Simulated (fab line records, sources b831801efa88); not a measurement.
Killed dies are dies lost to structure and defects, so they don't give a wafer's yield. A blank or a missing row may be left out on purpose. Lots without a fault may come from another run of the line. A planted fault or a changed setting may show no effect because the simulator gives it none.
Which tool did it? | flow sky130 | 9 lots, 27 wafers sampled, at 4 steps of a route of 708

WHAT THE GAUGES READ, wafer by wafer
SKY_VIA1_BOW_MEAS_03.
lot  | measured     | on            | VIA1_BOW (um)
L324 | day 32 21:22 | film_metro-03 | 66 76 80
L325 | day 33 13:59 | film_metro-04 | 87 82 86
L331 | day 35 01:03 | film_metro-03 | 81 80 80
L333 | day 35 13:20 | film_metro-04 | 76 69 70
L337 | day 36 23:25 | film_metro-03 | 86 85 80
L339 | day 37 07:59 | film_metro-02 | 77 71 69
L345 | day 39 10:37 | film_metro-04 | 76 86 68
L346 | day 39 12:35 | film_metro-03 | 74 92 84
L347 | day 39 22:35 | film_metro-02 | 70 79 76

SKY_CAP2M_OVL_MEAS_12.
lot  | measured     | on         | CAP2M_OVL (nm)
L324 | day 40 17:17 | overlay-02 | 0.0 -0.5 0.2
L325 | day 41 09:31 | overlay-02 | -0.9 -2.1 1.5
L331 | day 42 15:38 | overlay-02 | 1.0 2.4 0.3
L333 | day 43 03:41 | overlay-02 | -2.9 -1.8 -1.4
L337 | day 44 11:26 | overlay-02 | -2.1 -1.4 -0.5
L339 | day 44 16:41 | overlay-01 | -2.4 -1.7 -2.4
L345 | day 46 12:32 | overlay-02 | -1.7 0.7 0.0
L346 | day 46 14:31 | overlay-02 | 1.4 0.1 -0.7
L347 | day 46 22:53 | overlay-01 | 1.7 0.4 0.8

SKY_VIA4_THK_MEAS_01.
lot  | measured     | on            | VIA4_HDPCVD_THK (nm)
L324 | day 41 18:57 | film_metro-01 | 1758 1749 1735
L325 | day 42 11:00 | film_metro-01 | 1732 1747 1747
L331 | day 43 17:15 | film_metro-03 | 1764 1329 1338
L333 | day 44 04:43 | film_metro-02 | 1771 1359 1774
L337 | day 45 12:11 | film_metro-01 | 1775 1767 1765
L339 | day 45 16:46 | film_metro-01 | 1751 1756 1774
L345 | day 47 10:54 | film_metro-01 | 1747 1745 1754
L346 | day 47 13:07 | film_metro-03 | 1751 1754 1751
L347 | day 47 20:53 | film_metro-03 | 1767 1757 1756

WHICH TOOL RAN EACH LOT (tool, then ch and the chambers of the sampled wafers, then the start)
lot  | SKY_VIA4_HDPCVD_00
L324 | hdpcvd-02 ch 0,2, day 41 18:46
L325 | hdpcvd-02 ch 0,1,2, day 42 10:53
L331 | hdpcvd-02 ch 0,2, day 43 17:04
L333 | hdpcvd-02 ch 0,2, day 44 04:32
L337 | hdpcvd-01 ch 1,2, day 45 12:00
L339 | hdpcvd-01 ch 0,1, day 45 16:35
L345 | hdpcvd-01 ch 0,2, day 47 10:43
L346 | hdpcvd-01 ch 1,2, day 47 12:56
L347 | hdpcvd-01 ch 0,1,2, day 47 20:42
- SKY_VIA4_HDPCVD_00: deposits SiO2, target thk 1750 nm, time 291.7 s.

WHAT THE TOOLS THEMSELVES READ (means of the sampled wafers that have a number; where no wafer has one, the mark that the record gives instead)
The record holds no such reading with a usual standard deviation.

THE ANSWER, worked out from the rows above alone
Rule: what is usual is taken from the lots themselves. Put in order of their means at a reading, lots are off if they are a third of the lots or fewer, leave a main group of 4 or more, and stand apart from it by a gap of 3 or more times the standard deviation of the main group's means; of several such gaps the widest counts. A main group whose means are all the same, to the digits that the tables above print for the reading, isn't used. A lot without any number at a reading at which 4 lots or more have one is off too. The other lots that the step has rows for count as sound. The gauges are gone through in route order, then the tools' own readings, and for those a lot's mean is taken as printed above. The first step at which some lot is off is used, and at that step the reading that is off furthest; a lot without a number counts as furthest.
Off: L331, L333, at SKY_VIA4_THK_MEAS_01 (VIA4_HDPCVD_THK). The main group: mean 1754 nm, standard deviation 8.6.
A tool fits if, at a process step before that reading, it ran every lot that is off, and no sound lot after the first of them. The gauges at SKY_VIA4_THK_MEAS_01 are tried like those tools. One fits: hdpcvd-02 at SKY_VIA4_HDPCVD_00. Its last sound lot is L325 (day 42 10:53), its first lot that is off L331 (day 43 17:04): a fault that began between those two fits.

WHAT THE SIMULATOR HAD PUT IN
Process parameter drift: hdpcvd-02, from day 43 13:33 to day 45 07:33, at SKY_VIA4_HDPCVD_00. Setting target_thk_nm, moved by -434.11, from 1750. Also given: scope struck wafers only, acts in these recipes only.
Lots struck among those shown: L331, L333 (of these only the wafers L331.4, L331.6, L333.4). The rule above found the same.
